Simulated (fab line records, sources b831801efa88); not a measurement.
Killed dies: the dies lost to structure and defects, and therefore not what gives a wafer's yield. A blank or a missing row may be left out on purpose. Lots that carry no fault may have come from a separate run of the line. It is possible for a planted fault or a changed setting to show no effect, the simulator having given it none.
Comparing a struck lot with a sound one    flow sky130    25 steps out of a route of 708
Sound: these wafers, L371.1, L371.5, L371.6. Struck: wafers L381.2, L381.3, L381.4. At the end, the cause is stated.
Each step with rows lists, per side, the tool, then ch with its chambers, then its first start. Under that, the readings that differ: sound wafers    struck wafers    difference of the means    sigmas: that difference in standard deviations of wafers without a fault.
alike: readings whose means differ by less than 2 such deviations, and words and numbers that are the same on both sides. not compared: withheld readings, readings that some wafer has no value for, bounds like >300 that may hide the same value, and numbers for which the record gives no deviation and whose values overlap.
The two part at a step that has a row with sigmas, a row that says differs or no value, or rows on one side only. When numbers do not overlap yet have no deviation, they are printed without sigmas and do not part them. Lack of a reading on every wafer of one side parts them only where that side has two or more wafers.

SKY_VIA1_THK_MEAS_23: measures by xrf.
  sound on film-metro-03, day 34 17:12; struck on film-metro-03, day 38 09:26
  alike: VIA1_W_THK
then, 2 steps without rows for these wafers: SKY_VIA1_CMP_24 (polishes, stops on SiO2, t overpolish 15 s, target thk 0 nm); SKY_METAL2_SPUTTER_00 (material Ti, target thk 15 nm, time 10 s).
SKY_METAL2_SPUTTER_01: material TiN, target thk 20 nm, time 16.7 s.
  sound on pvd-sputter-03, day 34 17:35; struck on pvd-sputter-02, day 38 09:48
reading                 sound           struck          difference  sigmas
throttle-valve-pct (%)  28.8 29.2 29.5  31.0 31.1 31.4  +2.0        +2
then, 1 step without rows for these wafers: SKY_METAL2_SPUTTER_02 (material AlCu, target thk 250 nm, time 13.3 s).
SKY_METAL2_SPUTTER_03: material Ti, target thk 5 nm, time 3.3 s.
  sound on pvd-sputter-03, day 34 17:38; struck on pvd-sputter-02, day 38 09:51
reading                 sound           struck          difference  sigmas
throttle-valve-pct (%)  29.1 29.0 29.7  30.9 31.4 31.1  +1.9        +2
SKY_METAL2_SPUTTER_04: material TiN, target thk 70 nm, time 58.3 s.
  sound on pvd-sputter-03, day 34 17:39; struck on pvd-sputter-02, day 38 09:52
reading                 sound           struck          difference  sigmas
throttle-valve-pct (%)  29.0 29.1 29.6  30.8 30.9 31.6  +1.9        +2
SKY_METAL2_RS_MEAS_05: measurement is done with a four-point probe.
  sound on film-metro-01, day 34 17:42; struck on film-metro-04, day 38 09:56
  alike: METAL2_ALCU_RS
SKY_METAL2_THK_MEAS_06: measures by xrf.
  sound on film-metro-01, day 34 17:49; struck on film-metro-04, day 38 10:03
  alike: METAL2_ALCU_THK
then, 3 steps without rows for these wafers: SKY_METAL2_DEHYDRATE_07 (time 60 s); SKY_METAL2_HMDS_08 (prime time 60 s); SKY_METAL2_COAT_09 (resist thk 60 nm).
SKY_METAL2_COAT_10: resist thk 447.1 nm.
  sound on litho-track-01 ch 0, day 35 06:00; struck on litho-track-02 ch 0, day 38 22:00
reading                                        sound                 struck                difference  sigmas
spin-speed-rpm (rpm)                           3002.8 3002.6 3003.5  2752.5 2754.1 2752.1  -250.1      -99 or more
model.KrF-thick_of_METAL2_COAT_10.thk-nm (nm)  446 446.4 447.4       465.6 468.4 467.5     +20.6       
then, 4 steps without rows for these wafers: SKY_METAL2_SOFTBAKE_11 (time 90 s); SKY_METAL2_EXPOSE_12 (exposes mask MM2, target cd 140 nm); SKY_METAL2_PEB_13; SKY_METAL2_DEVELOP_14 (develop time 60 s).
SKY_METAL2_CD_MEAS_15: target cd 140 nm.
  sound on cd-sem-01, day 35 20:07; struck on cd-sem-02, day 39 11:17
  alike: cd-nm
SKY_METAL2_OVL_MEAS_16:
  sound on overlay-02, day 35 20:14; struck on overlay-01, day 39 11:23
  alike: METAL2_OVL
SKY_METAL2_DESCUM_17: chemistry O2, time 8 s.
  sound on rie-metal-02 ch 0,1, day 35 20:16; struck on rie-metal-04 ch 0,1, day 39 11:25
  alike: drypump-motor-current-A, oes-product-au
  not compared: rf-hours-counter-h
SKY_METAL2_ETCH_18: etches BARC in N2/H2, stops on SiO2, time 45.9 s, target depth 60 nm.
  sound on rie-metal-02 ch 0,1, day 35 20:18; struck on rie-metal-04 ch 0,1, day 39 11:26
  alike: drypump-motor-current-A, oes-product-au, throttle-valve-pct
  not compared: rf-hours-counter-h
SKY_METAL2_METAL_ETCH_19: etches the open film in Cl2/BCl3, stops on SiO2, target depth 360 nm, time 78 s.
  sound on rie-metal-02 ch 0,1, day 35 20:22; struck on rie-metal-04 ch 0,1, day 39 11:31
reading                                        sound              struck             difference  sigmas
model.KrF-thick_of_METAL2_COAT_10.thk-nm (nm)  156.9 157.8 150.6  175.6 177.2 178.5  +22.0       
  alike: drypump-motor-current-A, oes-product-au, throttle-valve-pct
  not compared: rf-hours-counter-h
SKY_METAL2_STRIP_20: strips in O2/N2.
  sound on plasma-asher-03 ch 0,1, day 35 20:28; struck on plasma-asher-04 ch 0,1, day 39 11:36
reading                       sound           struck          difference  sigmas
strip-time-to-endpoint-s (s)  2.68 2.70 2.62  2.87 2.90 2.91  +0.23       +3
  alike: drypump-motor-current-A, oes-product-au
  not compared: rf-hours-counter-h
then, 1 step without rows for these wafers: SKY_METAL2_STRIP_21 (strips in post etch residue remover, time 1200 s).
-- the record jumps here: 10 days lie between the struck wafers' starts before and after (it left off in module METAL2 and takes up again in module PAD_OPEN, whose first step shown is number 708 of the route) --
SKY_PAD_OPEN_PROBE_99:
  sound on prober-02, day 46 06:37; struck on prober-01, day 49 00:56
reading                   sound           struck          difference  sigmas
defect-limited-yield (%)  80.5 82.5 79.7  82.7 85.0 86.8  +3.9        +2
killed-dies               96 86 100       85 74 65        -19         -2
sort-n-pass               396 406 392     407 418 427     +19         +2
sort-yield-pct (%)        80.5 82.5 79.7  82.7 85.0 86.8  +3.9        +2
  alike: killed_at_M0_to_M3, killed_at_M4_up, killed-at-contacts, killed-at-front-end, killed-at-other, killed-open, killed-short, sort_bin_3_pad_short, sort_bin_5_function, sort_bin_6_memory

WHERE THEY PART
At SKY_METAL2_SPUTTER_01 first; at SKY_PAD_OPEN_PROBE_99 last (within this record only).

WHY: whatever the simulator had introduced
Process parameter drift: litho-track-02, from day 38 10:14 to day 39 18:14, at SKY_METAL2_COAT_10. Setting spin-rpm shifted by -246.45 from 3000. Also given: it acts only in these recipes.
